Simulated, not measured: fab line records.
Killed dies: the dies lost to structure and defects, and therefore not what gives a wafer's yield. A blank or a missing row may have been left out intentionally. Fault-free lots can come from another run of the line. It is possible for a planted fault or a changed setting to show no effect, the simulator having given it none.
One fault through the eyes of 2 desks || flow gf180mcu || numbers are kept per desk, each desk with only its own; the story behind them comes last

DESK OF THE TOOL OWNER: krfScanner-02
The tool's own readings at GF_M2_EXPOSE_11 (exposes mask Metal2, target cd 280 nm): means of the sampled wafers that have a number, for each lot that ran on this tool. The brackets show how far a lot's mean lies from the usual mean; more than 4 standard deviations puts the lot out of limits, marked OUT.
Columns: A = exposureDoseMJCm2 at GF_M2_EXPOSE_11, usual 28.28; B = focusOffsetNm at GF_M2_EXPOSE_11, usual 0.1 nm
{"lot": "L641", "first seen here": "day 20 10:36", "A": 28.05, "B": -0.5}
{"lot": "L642", "first seen here": "day 20 16:51", "A": 28.03, "B": 0.2}
{"lot": "L643", "first seen here": "day 20 23:37", "A": 28.00, "B": 0.4}
{"lot": "L644", "first seen here": "day 21 09:38", "A": 28.03, "B": 0.4}
{"lot": "L651", "first seen here": "day 24 10:29", "A": "27.15 (-4.4) OUT", "B": 0.6}
{"lot": "L659", "first seen here": "day 26 17:34", "A": 28.02, "B": -0.0}
Finding of this desk: L651 out of limits; the first was L651 at day 24 10:29, on exposureDoseMJCm2 at GF_M2_EXPOSE_11. In limits: L641, L642, L643, L644, L659.

THE METROLOGY DESK
Means of the sampled wafers that have a number, per lot and without regard to the tool the lot ran on: this is what the gauges read. The brackets show how far a lot's mean lies from the usual mean; more than 4 standard deviations puts the lot out of limits, marked OUT.
Columns: A = cdNm at GF_M2_CD_MEAS_14, usual 280.0 nm
{"lot": "L638", "first seen here": "day 19 12:29", "A": 280.0}
{"lot": "L639", "first seen here": "day 19 22:29", "A": 279.7}
{"lot": "L641", "first seen here": "day 20 22:24", "A": 279.7}
{"lot": "L642", "first seen here": "day 21 05:06", "A": 281.4}
{"lot": "L643", "first seen here": "day 21 11:34", "A": 281.7}
{"lot": "L644", "first seen here": "day 21 21:17", "A": 279.0}
{"lot": "L645", "first seen here": "day 22 07:15", "A": 279.6}
{"lot": "L646", "first seen here": "day 22 16:13", "A": 280.4}
{"lot": "L651", "first seen here": "day 24 21:19", "A": "261.8 (-17) OUT"}
{"lot": "L659", "first seen here": "day 27 03:43", "A": 278.5}
{"lot": "L660", "first seen here": "day 27 06:23", "A": 278.7}
Finding of this desk: L651 out of limits; the first was L651 at day 24 21:19, on cdNm at GF_M2_CD_MEAS_14. In limits: L638, L639, L641, L642, L643, L644, L645, L646, L659, L660.

ALL TOGETHER
The tool owner's desk had the chance to raise an alarm at day 24 10:29 on L651.
At day 24 21:19 the metrology desk could have sounded an alarm, on L651.
All the named lots went through GF_M2_EXPOSE_11 on krfScanner-02.

WHAT WAS PUT IN BY THE SIMULATOR
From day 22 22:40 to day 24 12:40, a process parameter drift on krfScanner-02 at GF_M2_EXPOSE_11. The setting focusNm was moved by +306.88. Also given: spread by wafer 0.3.
Struck lots among those shown: L651.
Time in hours from fault onset to the first out-of-limits reading at each desk: tool owner's desk 36, metrology desk 47.
